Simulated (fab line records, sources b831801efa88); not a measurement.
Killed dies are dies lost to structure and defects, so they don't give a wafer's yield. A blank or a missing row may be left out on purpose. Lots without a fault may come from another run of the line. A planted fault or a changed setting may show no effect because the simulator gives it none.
Which tool did it? | flow sky130 | 11 lots, 33 wafers sampled, at 5 steps of a route of 708

WHAT THE GAUGES READ, wafer by wafer
SKY_NWELL_TW_MEAS_26.
lot  | measured     | on            | NWELL_2_TW
L561 | day 5 06:44  | film_metro-01 | 495.0 496.2 497.9
L566 | day 6 15:42  | film_metro-03 | 498.1 495.2 498.7
L573 | day 8 08:43  | film_metro-02 | 500.7 500.6 500.8
L574 | day 8 13:38  | film_metro-03 | 494.3 498.4 494.3
L575 | day 9 05:51  | film_metro-02 | 500.0 501.4 499.8
L576 | day 9 09:49  | film_metro-03 | 493.9 493.5 495.4
L577 | day 9 12:00  | film_metro-02 | 497.4 501.1 498.5
L578 | day 9 16:26  | film_metro-02 | 498.7 498.2 499.6
L582 | day 10 15:21 | film_metro-01 | 497.8 497.5 500.4
L583 | day 10 23:20 | film_metro-01 | 497.7 495.0 496.2
L584 | day 11 04:02 | film_metro-01 | 495.4 497.8 498.9

SKY_VT_ADJUST_HVTP_TW_MEAS_11.
lot  | measured     | on            | VT_ADJUST_HVTP_TW
L561 | day 6 00:31  | film_metro-04 | 1346 1348 1347
L566 | day 7 11:02  | film_metro-01 | 1349 1350 1353
L573 | day 9 06:22  | film_metro-01 | 1342 1344 1344
L574 | day 9 11:47  | film_metro-01 | 1356 1350 1346
L575 | day 10 03:53 | film_metro-04 | 1367 1362 1361
L576 | day 10 07:47 | film_metro-04 | 1356 1363 1365
L577 | day 10 10:47 | film_metro-01 | 1355 1354 1346
L578 | day 10 14:49 | film_metro-04 | 1366 1362 1361
L582 | day 11 15:00 | film_metro-04 | 1363 1358 1358
L583 | day 11 22:22 | film_metro-01 | 1349 1354 1352
L584 | day 12 03:45 | film_metro-04 | 1361 1370 1365

SKY_SONOS_ONO_THK_MEAS_01.
lot  | measured     | on            | SONOS_ONO_OXIDATION_THK (nm)
L561 | day 11 05:36 | film_metro-02 | 2.64 2.62 2.62
L566 | day 13 02:34 | film_metro-04 | 2.70 2.67 2.61
L573 | day 15 07:40 | film_metro-02 | 3.29 3.17 3.25
L574 | day 15 15:08 | film_metro-02 | 2.59 2.60 2.55
L575 | day 16 10:34 | film_metro-03 | 3.20 3.30 3.29
L576 | day 16 17:17 | film_metro-04 | 2.57 2.63 2.59
L577 | day 16 20:01 | film_metro-02 | 2.67 2.66 2.69
L578 | day 16 22:59 | film_metro-03 | 2.69 2.71 2.67
L582 | day 18 08:56 | film_metro-03 | 2.43 2.51 2.54
L583 | day 18 20:19 | film_metro-04 | 2.60 2.46 2.51
L584 | day 19 01:43 | film_metro-03 | 2.50 2.56 2.55

WHICH TOOL RAN EACH LOT (tool, then ch and the chambers of the sampled wafers, then the start)
lot  | SKY_VT_ADJUST_PCH_STRIP_09           | SKY_SONOS_ONO_OXIDATION_00
L561 | plasma_asher-02 ch 0,1, day 10 05:01 | furnace-01 ch 0, day 11 04:15
L566 | plasma_asher-01 ch 0,1, day 11 21:25 | furnace-02 ch 0, day 13 01:12
L573 | plasma_asher-04 ch 0,1, day 14 03:57 | furnace-01 ch 0, day 15 06:19
L574 | plasma_asher-04 ch 1, day 14 10:37   | furnace-02 ch 0, day 15 13:47
L575 | plasma_asher-04 ch 0,1, day 15 04:57 | furnace-01 ch 0, day 16 09:12
L576 | plasma_asher-02 ch 0,1, day 15 09:46 | furnace-02 ch 0, day 16 15:55
L577 | plasma_asher-02 ch 0,1, day 15 13:15 | furnace-02 ch 0, day 16 18:40
L578 | plasma_asher-04 ch 0,1, day 15 16:06 | furnace-02 ch 0, day 16 21:38
L582 | plasma_asher-01 ch 0,1, day 17 00:42 | furnace-02 ch 0, day 18 07:34
L583 | plasma_asher-01 ch 0,1, day 17 12:30 | furnace-02 ch 0, day 18 18:57
L584 | plasma_asher-04 ch 0,1, day 17 16:55 | furnace-02 ch 0, day 19 00:22
- SKY_VT_ADJUST_PCH_STRIP_09: strips in O2/N2.
- SKY_SONOS_ONO_OXIDATION_00: stabilise 600 s, purge 300 s, target thk 2.6 nm.

WHAT THE TOOLS THEMSELVES READ (means of the sampled wafers that have a number; where no wafer has one, the mark that the record gives instead)
SKY_VT_ADJUST_PCH_STRIP_09.
lot  | tool            | drypump_motor_current_A (A) | oes_product_au (a.u.) | strip_time_to_endpoint_s (s)
L561 | plasma_asher-02 | 5.4                         | 0.720                 | 36.94
L566 | plasma_asher-01 | 5.6                         | 0.724                 | 36.89
L573 | plasma_asher-04 | 5.7                         | 0.720                 | 36.83
L574 | plasma_asher-04 | 5.8                         | 0.723                 | 36.86
L575 | plasma_asher-04 | 5.7                         | 0.717                 | 36.66
L576 | plasma_asher-02 | 5.3                         | 0.726                 | 36.97
L577 | plasma_asher-02 | 5.4                         | 0.725                 | 37.02
L578 | plasma_asher-04 | 5.6                         | 0.723                 | 36.87
L582 | plasma_asher-01 | 5.6                         | 0.718                 | 36.96
L583 | plasma_asher-01 | 5.6                         | 0.721                 | 37.07
L584 | plasma_asher-04 | 5.7                         | 0.721                 | 36.85

SKY_SONOS_ONO_OXIDATION_00.
lot  | tool       | spike_tc_bottom_C (C) | spike_tc_centre_C (C) | spike_tc_lower_C (C) | spike_tc_top_C (C) | spike_tc_upper_C (C) | tube_center_temp_C (C) | tube_center_temp_C_max | zone_power_bottom_pct (%) | zone_power_centre_pct (%)
L561 | furnace-01 | 820.4                 | 800.8                 | 802.2                | 813.8              | 799.0                | 800                    | 802.16                 | 21.4                      | 14.24
L566 | furnace-02 | 820.9                 | 800.7                 | 800.1                | 811.3              | 800.4                | 800                    | 802.07                 | 20.5                      | 14.32
L573 | furnace-01 | 835.9                 | 816.6                 | 819.8                | 828.8              | 814.9                | 816                    | 818.08                 | 22.6                      | 14.74
L574 | furnace-02 | 820.5                 | 800.6                 | 800.7                | 811.7              | 800.3                | 800                    | 802.11                 | 20.6                      | 14.25
L575 | furnace-01 | 835.7                 | 816.6                 | 819.3                | 829.0              | 814.9                | 816                    | 817.94                 | 22.0                      | 14.71
L576 | furnace-02 | 820.9                 | 801.4                 | 799.2                | 812.6              | 801.1                | 800                    | 802.10                 | 20.6                      | 13.96
L577 | furnace-02 | 820.2                 | 799.5                 | 799.8                | 812.9              | 801.1                | 800                    | 802.08                 | 20.4                      | 14.13
L578 | furnace-02 | 821.0                 | 801.3                 | 800.0                | 812.1              | 801.3                | 800                    | 802.06                 | 20.4                      | 14.27
L582 | furnace-02 | 820.4                 | 799.6                 | 799.1                | 813.0              | 800.4                | 800                    | 802.09                 | 20.7                      | 14.14
L583 | furnace-02 | 820.3                 | 800.0                 | 800.1                | 812.4              | 801.6                | 800                    | 801.97                 | 20.5                      | 14.17
L584 | furnace-02 | 820.1                 | 800.2                 | 798.5                | 812.1              | 801.3                | 800                    | 801.89                 | 20.6                      | 14.15

THE ANSWER, worked out from the rows above alone
Rule: what is usual is taken from the lots themselves. Put in order of their means at a reading, lots are off if they are a third of the lots or fewer, leave a main group of 4 or more, and stand apart from it by a gap of 3 or more times the standard deviation of the main group's means; of several such gaps the widest counts. A main group whose means are all the same, to the digits that the tables above print for the reading, isn't used. A lot without any number at a reading at which 4 lots or more have one is off too. The other lots that the step has rows for count as sound. The gauges are gone through in route order, then the tools' own readings, and for those a lot's mean is taken as printed above. The first step at which some lot is off is used, and at that step the reading that is off furthest; a lot without a number counts as furthest.
Off: L573, L575, at SKY_SONOS_ONO_THK_MEAS_01 (SONOS_ONO_OXIDATION_THK). The main group: mean 2.60 nm, standard deviation 0.066.
A tool fits if, at a process step before that reading, it ran every lot that is off, and no sound lot after the first of them. The gauges at SKY_SONOS_ONO_THK_MEAS_01 aren't tried: what is off there is off at SKY_SONOS_ONO_OXIDATION_00 too, on other tools, and a gauge's error can't cause that. One fits: furnace-01 at SKY_SONOS_ONO_OXIDATION_00. Its last sound lot is L561 (day 11 04:15), its first lot that is off L573 (day 15 06:19): a fault that began between those two fits.
The tool's own readings at SKY_SONOS_ONO_OXIDATION_00 bear it out: on the lots that are off they differ by more than 5 times the standard deviation of the sound lots' means. spike_tc_bottom_C reads 835.8 C there against 820.5 C on the sound lots; spike_tc_centre_C reads 816.6 C there against 800.5 C on the sound lots; spike_tc_lower_C reads 819.5 C there against 800.0 C on the sound lots; spike_tc_top_C reads 828.9 C there against 812.4 C on the sound lots; spike_tc_upper_C reads 814.9 C there against 800.7 C on the sound lots; tube_center_temp_C reads 816 C there against 800 C on the sound lots; tube_center_temp_C_max reads 818.01 there against 802.06 on the sound lots; zone_power_bottom_pct reads 22.3 % there against 20.6 % on the sound lots; zone_power_centre_pct reads 14.73 % there against 14.18 % on the sound lots.

WHAT THE SIMULATOR HAD PUT IN
Process parameter drift: furnace-01, from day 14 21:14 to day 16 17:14, at SKY_SONOS_ONO_OXIDATION_00. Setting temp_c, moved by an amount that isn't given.
Lots struck among those shown: L573, L575. The rule above found the same.
